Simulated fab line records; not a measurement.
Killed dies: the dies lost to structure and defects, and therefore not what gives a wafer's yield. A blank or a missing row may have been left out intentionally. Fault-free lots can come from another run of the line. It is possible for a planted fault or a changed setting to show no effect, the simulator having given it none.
What tool caused it? / flow gf180mcu / 6 lots with 17 wafers sampled at 3 steps, on a route of 602 steps

WHAT EACH GAUGE READ, for each wafer
GF_VT_IMPLANT_RS_MEAS_46: measures by four-point-probe.
lot=L401; measured=day 8 09:46; on=filmMetro-03; MVSD_RS (ohm/sq)=457.4 457.6 457.9
lot=L404; measured=day 9 22:25; on=filmMetro-03; MVSD_RS (ohm/sq)=457.1 456.4 456.7
lot=L406; measured=day 10 06:13; on=filmMetro-02; MVSD_RS (ohm/sq)=457.3 456.1 457.1
lot=L410; measured=day 11 07:33; on=filmMetro-03; MVSD_RS (ohm/sq)=457.1 458.0 457.6
lot=L413; measured=day 11 22:44; on=filmMetro-03; MVSD_RS (ohm/sq)=459.4 440.7
lot=L420; measured=day 13 17:54; on=filmMetro-02; MVSD_RS (ohm/sq)=455.2 455.1 455.4

EACH LOT AND THE TOOL THAT RAN IT (in order: tool; ch and the chambers of the sampled wafers; start)
lot=L401; GF_MVSD_IMPLANT_09=implanter-02 ch 0, day 5 02:59; GF_MVPSD_STRIP_10=plasmaAsher-02 ch 0,1, day 5 18:17
lot=L404; GF_MVSD_IMPLANT_09=implanter-01 ch 0, day 6 10:04; GF_MVPSD_STRIP_10=plasmaAsher-01 ch 0,1, day 7 02:36
lot=L406; GF_MVSD_IMPLANT_09=implanter-02 ch 0, day 6 17:18; GF_MVPSD_STRIP_10=plasmaAsher-01 ch 0,1, day 7 09:50
lot=L410; GF_MVSD_IMPLANT_09=implanter-01 ch 0, day 7 15:38; GF_MVPSD_STRIP_10=plasmaAsher-01 ch 0,1, day 8 08:16
lot=L413; GF_MVSD_IMPLANT_09=implanter-01 ch 0, day 8 04:32; GF_MVPSD_STRIP_10=plasmaAsher-01 ch 0,1, day 8 21:58
lot=L420; GF_MVSD_IMPLANT_09=implanter-02 ch 0, day 9 18:23; GF_MVPSD_STRIP_10=plasmaAsher-01 ch 0,1, day 10 12:44
- GF_MVSD_IMPLANT_09
- GF_MVPSD_STRIP_10: strips in O2/N2.

THE ANSWER, worked out from the rows above alone
Rule: usual is defined by the lots themselves. The widest of any qualifying gaps counts: lots, ordered by their means at a reading, are off when they make up no more than a third of the lots, leave a main group of 4 or more, and stand apart from it by 3 or more times the standard deviation of that group's means. A main group is skipped when, at the precision printed for the reading in the tables above, its means are all equal. Also off: a lot with no number at a reading for which 4 or more lots have one. All remaining lots with rows at the step are treated as sound.
Off: at GF_VT_IMPLANT_RS_MEAS_46 (MVSD_RS), L413. The main group: mean 456.8 ohm/sq, standard deviation 0.87.
If a tool, at a process step before that reading, ran all the lots that are off and no sound lot after the first of them, it fits. Gauges at GF_VT_IMPLANT_RS_MEAS_46: tried the same way as those tools. 2 tools fit, implanter-01 at GF_MVSD_IMPLANT_09 and filmMetro-03 at GF_VT_IMPLANT_RS_MEAS_46, so this cannot tell which one it is.

WHAT THE SIMULATOR HAD PUT IN
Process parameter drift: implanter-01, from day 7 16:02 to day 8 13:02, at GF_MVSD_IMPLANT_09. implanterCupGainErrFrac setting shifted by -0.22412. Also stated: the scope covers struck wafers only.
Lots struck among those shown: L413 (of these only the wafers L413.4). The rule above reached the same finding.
